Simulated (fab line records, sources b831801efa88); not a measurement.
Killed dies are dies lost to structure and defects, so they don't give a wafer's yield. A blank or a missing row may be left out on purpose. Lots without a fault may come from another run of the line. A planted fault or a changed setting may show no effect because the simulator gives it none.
Which tool did it? | flow sky130 | 24 lots, 72 wafers sampled, at 6 steps of a route of 708

WHAT THE GAUGES READ, wafer by wafer
SKY_METAL1_OVL_MEAS_16. Usual: METAL1_OVL 0 nm, standard deviation 4.9.
lot  | measured     | on         | METAL1_OVL (nm) | flag
L074 | day 33 12:32 | overlay-01 | -3 -7 -9        |
L076 | day 33 18:56 | overlay-02 | -5 4 4          |
L075 | day 33 20:37 | overlay-02 | 6 1 0           |
L077 | day 34 01:35 | overlay-02 | 8 6 2           |
L078 | day 34 05:56 | overlay-02 | -8 -5 -9        |
L079 | day 34 11:08 | overlay-02 | -6 -1 -2        |
L081 | day 35 02:26 | overlay-02 | -4 -6 2         |
L080 | day 35 07:26 | overlay-01 | -2 -4 -2        |
L082 | day 35 07:35 | overlay-01 | -1 4 5          |
L083 | day 35 18:50 | overlay-02 | 2 1 5           |
L084 | day 36 04:48 | overlay-01 | -8 -5 -6        |
L085 | day 36 13:08 | overlay-02 | 6 7 3           |
L086 | day 36 14:38 | overlay-01 | -8 -8 0         |
L087 | day 36 21:20 | overlay-02 | -2 -3 1         |
L088 | day 37 03:47 | overlay-02 | -3 -4 -2        |
L089 | day 37 09:20 | overlay-02 | 2 -12 1         |
L090 | day 37 21:10 | overlay-01 | 7 11 7          |
L091 | day 37 22:02 | overlay-01 | 5 5 -1          |
L092 | day 38 13:37 | overlay-02 | -2 6 -4         |
L093 | day 38 13:58 | overlay-02 | -6 6 -4         |
L094 | day 39 00:55 | overlay-01 | 3 -1 -1         |
L095 | day 39 08:07 | overlay-02 | 1 -3 2          |
L096 | day 39 11:32 | overlay-02 | 12 2 4          |
L097 | day 39 17:04 | overlay-01 | 1 -3 6          |

SKY_METAL4_CD_MEAS_13: target cd 300 nm. Usual: cd_nm 299.9 nm, standard deviation 1.7.
lot  | measured     | on        | cd_nm (nm)        | flag
L074 | day 42 10:27 | cd_sem-01 | 298.2 300.3 299.5 |
L076 | day 42 15:27 | cd_sem-01 | 300.5 299.2 299.8 |
L075 | day 42 17:27 | cd_sem-02 | 302.0 301.1 302.8 |
L077 | day 42 20:27 | cd_sem-01 | 302.1 300.7 303.4 |
L078 | day 43 02:11 | cd_sem-02 | 298.8 299.8 298.1 |
L079 | day 43 06:50 | cd_sem-02 | 300.0 297.7 299.8 |
L081 | day 43 18:49 | cd_sem-01 | 299.9 299.4 299.4 |
L080 | day 43 23:48 | cd_sem-02 | 302.5 301.4 303.0 |
L082 | day 44 01:14 | cd_sem-02 | 299.4 301.4 300.1 |
L083 | day 44 10:06 | cd_sem-01 | 297.8 296.2 297.9 |
L084 | day 44 17:58 | cd_sem-02 | 299.9 298.8 300.1 |
L085 | day 45 01:19 | cd_sem-01 | 301.2 300.2 300.0 |
L086 | day 45 02:28 | cd_sem-02 | 298.4 300.5 299.2 |
L087 | day 45 07:57 | cd_sem-02 | 297.8 296.5 296.5 |
L088 | day 45 12:23 | cd_sem-01 | 298.4 298.3 298.2 |
L089 | day 45 18:47 | cd_sem-02 | 300.4 300.6 301.0 |
L090 | day 46 04:10 | cd_sem-02 | 300.0 299.9 300.9 |
L091 | day 46 05:08 | cd_sem-01 | 303.1 301.3 302.7 |
L092 | day 46 16:59 | cd_sem-01 | 300.1 301.3 301.1 |
L093 | day 46 18:41 | cd_sem-02 | 299.7 299.7 297.2 |
L094 | day 47 03:52 | cd_sem-02 | 300.5 300.6 301.0 |
L095 | day 47 08:17 | cd_sem-02 | 301.5 301.2 302.1 |
L096 | day 47 10:43 | cd_sem-01 | 296.1 296.3 297.5 |
L097 | day 47 16:16 | cd_sem-02 | 300.9 299.6 299.6 |

SKY_VIA4_OVL_MEAS_11. Usual: VIA4_OVL 0.0 nm, standard deviation 1.4.
lot  | measured     | on         | VIA4_OVL (nm)  | flag
L074 | day 43 11:17 | overlay-01 | -1.0 -1.7 -0.1 |
L076 | day 43 16:03 | overlay-01 | -1.9 -1.9 -0.8 |
L075 | day 43 18:28 | overlay-01 | 0.6 1.0 0.8    |
L077 | day 43 20:46 | overlay-02 | 1.5 0.0 1.2    |
L078 | day 44 01:53 | overlay-02 | 2.0 1.0 0.0    |
L079 | day 44 06:28 | overlay-02 | 1.5 0.2 1.3    |
L081 | day 44 18:35 | overlay-01 | -1.9 -1.8 -0.7 |
L080 | day 44 22:46 | overlay-01 | 0.5 0.6 -1.0   |
L082 | day 45 00:45 | overlay-02 | 1.6 1.6 1.8    |
L083 | day 45 09:17 | overlay-01 | 0.9 0.6 1.0    |
L084 | day 45 17:11 | overlay-01 | -4.0 -2.2 -3.2 |
L085 | day 46 00:43 | overlay-02 | -1.1 -0.8 -1.1 |
L086 | day 46 02:08 | overlay-02 | 0.3 -0.5 -0.1  |
L087 | day 46 06:19 | overlay-01 | 1.3 -1.1 1.5   |
L088 | day 46 10:50 | overlay-02 | 1.6 1.3 0.0    |
L089 | day 46 16:57 | overlay-01 | -0.5 0.8 0.8   |
L090 | day 47 01:53 | overlay-02 | -1.4 0.2 0.7   |
L091 | day 47 02:11 | overlay-02 | -0.7 -0.8 -2.1 |
L092 | day 47 14:07 | overlay-01 | 1.4 1.4 -0.2   |
L093 | day 47 16:57 | overlay-02 | -2.6 -2.7 -0.8 |
L094 | day 48 01:35 | overlay-01 | -0.2 0.6 -1.0  |
L095 | day 48 05:02 | overlay-02 | -0.8 0.2 -1.2  |
L096 | day 48 07:28 | overlay-02 | 0.1 1.3 0.1    |
L097 | day 48 12:04 | overlay-02 | 1.9 0.7 1.7    |

SKY_METAL5_RS_MEAS_05: measures by four-point-probe. Usual: METAL5_ALCU_RS 0.0271 ohm/sq, standard deviation 0.00037.
lot  | measured     | on            | METAL5_ALCU_RS (ohm/sq) | flag
L074 | day 43 13:55 | film_metro-01 | 0.0270 0.0276 0.0269    |
L076 | day 43 17:47 | film_metro-03 | 0.0271 0.0278 0.0278    |
L075 | day 43 20:02 | film_metro-03 | 0.0272 0.0270 0.0266    |
L077 | day 43 22:26 | film_metro-02 | 0.0269 0.0269 0.0268    |
L078 | day 44 03:29 | film_metro-01 | 0.0271 0.0269 0.0268    |
L079 | day 44 08:04 | film_metro-02 | 0.0271 0.0271 0.0265    |
L081 | day 44 20:10 | film_metro-01 | 0.0273 0.0266 0.0271    |
L080 | day 45 00:22 | film_metro-03 | 0.0268 0.0269 0.0273    |
L082 | day 45 02:20 | film_metro-02 | 0.0263 0.0263 0.0268    |
L083 | day 45 10:53 | film_metro-03 | 0.0278 0.0276 0.0277    |
L084 | day 45 18:47 | film_metro-02 | 0.0270 0.0273 0.0272    |
L085 | day 46 02:16 | film_metro-02 | 0.0272 0.0272 0.0271    |
L086 | day 46 03:41 | film_metro-03 | 0.0272 0.0273 0.0276    |
L087 | day 46 07:54 | film_metro-02 | 0.0268 0.0275 0.0266    |
L088 | day 46 12:58 | film_metro-02 | 0.0263 0.0269 0.0263    |
L089 | day 46 18:37 | film_metro-03 | 0.0273 0.0272 0.0271    |
L090 | day 47 04:17 | film_metro-01 | 0.0270 0.0269 0.0268    |
L091 | day 47 04:54 | film_metro-02 | 0.0266 0.0265 0.0268    |
L092 | day 47 16:02 | film_metro-02 | 0.0275 0.0277 0.0275    |
L093 | day 47 18:52 | film_metro-02 | 0.0277 0.0277 0.0275    |
L094 | day 48 03:10 | film_metro-02 | 0.0271 0.0274 0.0276    |
L095 | day 48 06:44 | film_metro-02 | 0.0273 0.0272 0.0273    |
L096 | day 48 09:10 | film_metro-03 | 0.0272 0.0272 0.0266    |
L097 | day 48 13:42 | film_metro-02 | 0.0265 0.0269 0.0269    |

WHICH TOOL RAN EACH LOT (tool, then ch and the chambers of the sampled wafers, then the start)
lot  | SKY_VIA3_CMP_02               | SKY_METAL4_ETCH_16
L074 | cmp-01 ch 1,2,3, day 39 06:13 | rie_metal-02 ch 0,1, day 42 10:38
L076 | cmp-01 ch 0,1,2, day 39 12:05 | rie_metal-02 ch 0,1, day 42 15:38
L075 | cmp-01 ch 2,3, day 39 14:35   | rie_metal-03 ch 0,1, day 42 17:38
L077 | cmp-02 ch 2,3, day 39 17:41   | rie_metal-03 ch 0,1, day 42 20:38
L078 | cmp-01 ch 1,2, day 39 22:24   | rie_metal-03 ch 0,1, day 43 02:21
L079 | cmp-01 ch 0,1,3, day 40 03:46 | rie_metal-01 ch 0, day 43 07:05
L081 | cmp-01 ch 2,3, day 40 16:45   | rie_metal-02 ch 0,1, day 43 18:59
L080 | cmp-02 ch 1,2,3, day 40 22:16 | rie_metal-03 ch 0,1, day 43 23:59
L082 | cmp-01 ch 0,1, day 40 22:50   | rie_metal-01 ch 1, day 44 01:28
L083 | cmp-01 ch 1,2,3, day 41 08:51 | rie_metal-03 ch 0,1, day 44 10:17
L084 | cmp-02 ch 0,1,2, day 41 17:36 | rie_metal-02 ch 0,1, day 44 18:07
L085 | cmp-02 ch 1,2,3, day 42 01:56 | rie_metal-02 ch 0,1, day 45 01:30
L086 | cmp-02 ch 2,3, day 42 04:05   | rie_metal-02 ch 0,1, day 45 02:39
L087 | cmp-01 ch 0,2,3, day 42 09:03 | rie_metal-02 ch 0,1, day 45 08:08
L088 | cmp-01 ch 1,2,3, day 42 13:59 | rie_metal-01 ch 0,1, day 45 12:33
L089 | cmp-01 ch 1,2,3, day 42 21:07 | rie_metal-02 ch 0,1, day 45 18:57
L090 | cmp-01 ch 0,1,3, day 43 07:59 | rie_metal-03 ch 0,1, day 46 04:21
L091 | cmp-01 ch 0,2,3, day 43 08:45 | rie_metal-02 ch 0,1, day 46 05:18
L092 | cmp-02 ch 1,2, day 43 21:06   | rie_metal-03 ch 0,1, day 46 17:09
L093 | cmp-02 ch 0,1, day 43 22:49   | rie_metal-02 ch 0,1, day 46 18:51
L094 | cmp-01 ch 0,2,3, day 44 09:02 | rie_metal-01 ch 0,1, day 47 04:02
L095 | cmp-02 ch 0,1,3, day 44 15:02 | rie_metal-03 ch 0,1, day 47 08:27
L096 | cmp-01 ch 0,3, day 44 17:12   | rie_metal-02 ch 0,1, day 47 10:53
L097 | cmp-02 ch 1,2, day 44 22:59   | rie_metal-01 ch 0, day 47 16:27
- SKY_VIA3_CMP_02: polishes SiO2.
- SKY_METAL4_ETCH_16: etches BARC in N2/H2, stops on SiO2, time 88.2 s, target depth 60 nm.

WHAT THE TOOLS THEMSELVES READ (means of the sampled wafers that have a number; where no wafer has one, the mark that the record gives instead)
SKY_VIA3_CMP_02. Usual: motor_current_A 12.2 A, standard deviation 1.5; retaining_ring_pressure_frac 1.001, standard deviation 0.0046.
lot  | tool   | motor_current_A (A) | retaining_ring_pressure_frac | flag
L074 | cmp-01 | 11.5                | 0.999                        |
L076 | cmp-01 | 12.7                | 1.004                        |
L075 | cmp-01 | 10.4                | 0.998                        |
L077 | cmp-02 | 12.2                | 1.007                        |
L078 | cmp-01 | 12.7                | 1.001                        |
L079 | cmp-01 | 12.4                | 0.999                        |
L081 | cmp-01 | 10.2                | 0.997                        |
L080 | cmp-02 | 12.2                | 1.003                        |
L082 | cmp-01 | 13.7                | 0.997                        |
L083 | cmp-01 | 11.7                | 1.004                        |
L084 | cmp-02 | 11.8                | 0.999                        |
L085 | cmp-02 | 12.6                | 0.999                        |
L086 | cmp-02 | 12.2                | 1.003                        |
L087 | cmp-01 | 12.0                | 1.001                        |
L088 | cmp-01 | 11.2                | 1.002                        |
L089 | cmp-01 | 11.6                | 1.002                        |
L090 | cmp-01 | 12.4                | 1.000                        |
L091 | cmp-01 | 11.8                | 1.006                        |
L092 | cmp-02 | 12.0                | 1.001                        |
L093 | cmp-02 | 12.2                | 1.006                        |
L094 | cmp-01 | 11.6                | 1.000                        |
L095 | cmp-02 | 12.7                | 0.998                        |
L096 | cmp-01 | 11.4                | 1.002                        |
L097 | cmp-02 | 11.9                | 0.997                        |

SKY_METAL4_ETCH_16. Usual: bias_w 100.0 W, standard deviation 0.31; drypump_motor_current_A 5.7 A, standard deviation 0.49; oes_product_au 0.625 a.u., standard deviation 0.0043; throttle_valve_pct 13.204 %, standard deviation 0.01.
lot  | tool         | bias_w (W) | drypump_motor_current_A (A) | oes_product_au (a.u.) | throttle_valve_pct (%) | flag
L074 | rie_metal-02 | 100.3      | 5.7                         | 0.621                 | 13.201                 |
L076 | rie_metal-02 | 100.1      | 5.5                         | 0.631                 | 13.203                 |
L075 | rie_metal-03 | 100.2      | 6.0                         | 0.627                 | 13.210                 |
L077 | rie_metal-03 | 100.1      | 6.2                         | 0.628                 | 13.205                 |
L078 | rie_metal-03 | 99.7       | 6.0                         | 0.624                 | 13.193                 |
L079 | rie_metal-01 | 100.2      | 5.0                         | 0.625                 | 13.200                 |
L081 | rie_metal-02 | 99.9       | 5.5                         | 0.622                 | 13.203                 |
L080 | rie_metal-03 | 100.2      | 6.2                         | 0.623                 | 13.206                 |
L082 | rie_metal-01 | 100.1      | 5.6                         | 0.624                 | 13.215                 |
L083 | rie_metal-03 | 100.3      | 6.3                         | 0.621                 | 13.211                 |
L084 | rie_metal-02 | 99.9       | 5.7                         | 0.624                 | 13.205                 |
L085 | rie_metal-02 | 100.1      | 5.5                         | 0.626                 | 13.203                 |
L086 | rie_metal-02 | 100.0      | 5.7                         | 0.628                 | 13.200                 |
L087 | rie_metal-02 | 100.3      | 5.5                         | 0.627                 | 13.199                 |
L088 | rie_metal-01 | 99.7       | 5.4                         | 0.627                 | 13.206                 |
L089 | rie_metal-02 | 100.2      | 5.7                         | 0.622                 | 13.211                 |
L090 | rie_metal-03 | 99.9       | 6.3                         | 0.626                 | 13.212                 |
L091 | rie_metal-02 | 100.4      | 5.7                         | 0.626                 | 13.205                 |
L092 | rie_metal-03 | 100.0      | 5.9                         | 0.623                 | 13.203                 |
L093 | rie_metal-02 | 99.5       | 5.7                         | 0.624                 | 13.207                 |
L094 | rie_metal-01 | 100.1      | 5.3                         | 0.626                 | 13.204                 |
L095 | rie_metal-03 | 99.9       | 6.3                         | 0.627                 | 13.199                 |
L096 | rie_metal-02 | 99.9       | 5.7                         | 0.627                 | 13.209                 |
L097 | rie_metal-01 | 100.2      | 5.0                         | 0.624                 | 13.188                 |

THE ANSWER, worked out from the rows above alone
Rule: a lot is off if the mean of its wafers that have a number lies more than 3 standard deviations from the usual mean. A lot without any number at a reading at which 4 lots or more have one is off too. The other lots that the step has rows for count as sound. The gauges are gone through in route order, then the tools' own readings, and for those a lot's mean is taken as printed above. The first step at which some lot is off is used, and at that step the reading that is off furthest; a lot without a number counts as furthest.
No lot is off at any reading shown: from this, nothing can be told.

WHAT THE SIMULATOR HAD PUT IN
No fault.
